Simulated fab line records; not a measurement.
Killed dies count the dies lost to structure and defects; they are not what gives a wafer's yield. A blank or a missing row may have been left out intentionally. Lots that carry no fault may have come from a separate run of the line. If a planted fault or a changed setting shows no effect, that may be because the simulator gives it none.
A struck lot beside a sound one || flow sky130 || 20 out of 708 route steps
Sound: the wafers L240.3, L240.5, L240.6. Struck: wafers L252.4, L252.5, L252.6. The cause is given at the end.
Each step with rows lists, per side, the tool, then ch with its chambers, then its first start. Under that, the readings that differ: sound wafers || struck wafers || difference of the means || sigmas: that difference in standard deviations of wafers without a fault.
alike: readings with means less than 2 such deviations apart, plus words and numbers identical on both sides. not compared: withheld readings, readings lacking a value on some wafer, bounds such as >300 that could conceal the same value, and numbers that have no deviation in the record and whose values overlap.
A row with sigmas, a row that says differs or no value, or rows on one side alone: a step with any of these is where the two part. Numbers that have no deviation but don't overlap get no sigmas and don't part them. A reading missing from all wafers of one side parts the sides only when that side holds two or more wafers.

SKY_LDD_HVP_OVL_MEAS_07:
  struck on overlay-01, day 27 04:28; sound on overlay-02, day 22 12:00
  alike: LDD_HVP_OVL
next, for these wafers, 1 step has no rows: SKY_LDD_HVP_IMPLANT_08.
SKY_LDD_HVP_STRIP_09: strips in O2/N2.
  sound on plasma_asher-02 ch 0,1, day 22 12:13; struck on plasma_asher-01 ch 0,1, day 27 04:40
  alike: drypump_motor_current_A, oes_product_au, strip_time_to_endpoint_s
  not compared: rf_hours_counter_h
SKY_LDD_HVP_TW_MEAS_10:
  struck on film_metro-03, day 27 04:46; sound on film_metro-03, day 22 12:18
  alike: LDD_HVP_TW
then, 7 steps without rows for these wafers: SKY_LDD_LDN_DEHYDRATE_00 (time 60 s); SKY_LDD_LDN_HMDS_01 (prime time 60 s); SKY_LDD_LDN_COAT_02 (resist thk 1140 nm); SKY_LDD_LDN_SOFTBAKE_03 (time 60 s); SKY_LDD_LDN_EXPOSE_04 (exposes mask LDNTM, target cd 700 nm); SKY_LDD_LDN_PEB_05; SKY_LDD_LDN_DEVELOP_06 (develop time 60 s).
SKY_LDD_LDN_OVL_MEAS_07:
  struck on overlay-01, day 28 09:07; sound on overlay-02, day 23 18:37
  alike: LDD_LDN_OVL
SKY_LDD_LDN_IMPLANT_08:
  sound on implanter-04 ch 0, day 23 18:41; struck on implanter-04 ch 0, day 28 09:12
{"reading": "dose_ions_cm2", "sound": "1.2496e+13 1.2524e+13 1.2501e+13", "struck": "1.9157e+13 1.9171e+13 1.9196e+13", "difference": "+6.6677e+12", "sigmas": "+99 or more"}
{"reading": "faraday_current_uA", "sound": "70.4 68.1 71.5", "struck": "112.4 109.7 112.7", "difference": "+41.6", "sigmas": "+30"}
then, 3 steps without rows for these wafers: SKY_LDD_LDN_IMPLANT_09; SKY_LDD_LDN_IMPLANT_10; SKY_LDD_LDN_IMPLANT_11.
SKY_LDD_LDN_STRIP_12: strips in O2/N2.
  sound on plasma_asher-01 ch 0,1, day 23 19:16; struck on plasma_asher-04 ch 0,1, day 28 09:46
  alike: drypump_motor_current_A, oes_product_au, strip_time_to_endpoint_s
  not compared: rf_hours_counter_h
SKY_LDD_LDN_TW_MEAS_13:
  struck on film_metro-01, day 28 09:52; sound on film_metro-01, day 23 19:21
{"reading": "LDD_LDN_TW", "sound": "1454 1455 1454", "struck": "1526 1525 1528", "difference": "+72", "sigmas": "+10"}
then, 1 step without rows for these wafers: SKY_LDD_LDN_CLEAN_14 (cleans in SC1/SC2, time 150 s).
-- record jumps: 21 days separate the struck wafers' starts on either side; left off in module LDD_LDN, taken up again in module PAD_OPEN, whose first shown step is the route's number 708 --
SKY_PAD_OPEN_PROBE_99:
  struck on prober-02, day 49 16:31; sound on prober-02, day 46 08:05
{"reading": "model.etest.tip_sonos.rs_ohm_sq", "sound": "2661 2655 2656", "struck": "2490 2424 2465", "difference": -198, "sigmas": ""}
  alike: killed_at_M0_to_M3, killed_at_M4_up, killed_at_contacts, killed_at_front_end, killed_at_other, killed_dies, killed_open, killed_short

== WHERE THEY PART ==
At SKY_LDD_LDN_IMPLANT_08 first; at SKY_LDD_LDN_TW_MEAS_13 last (within this record only). Later steps at which nothing parts them and some readings are alike: SKY_PAD_OPEN_PROBE_99.

WHY: the cause the simulator had injected
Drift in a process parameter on implanter-04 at SKY_LDD_LDN_IMPLANT_08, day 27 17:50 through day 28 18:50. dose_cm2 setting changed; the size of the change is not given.
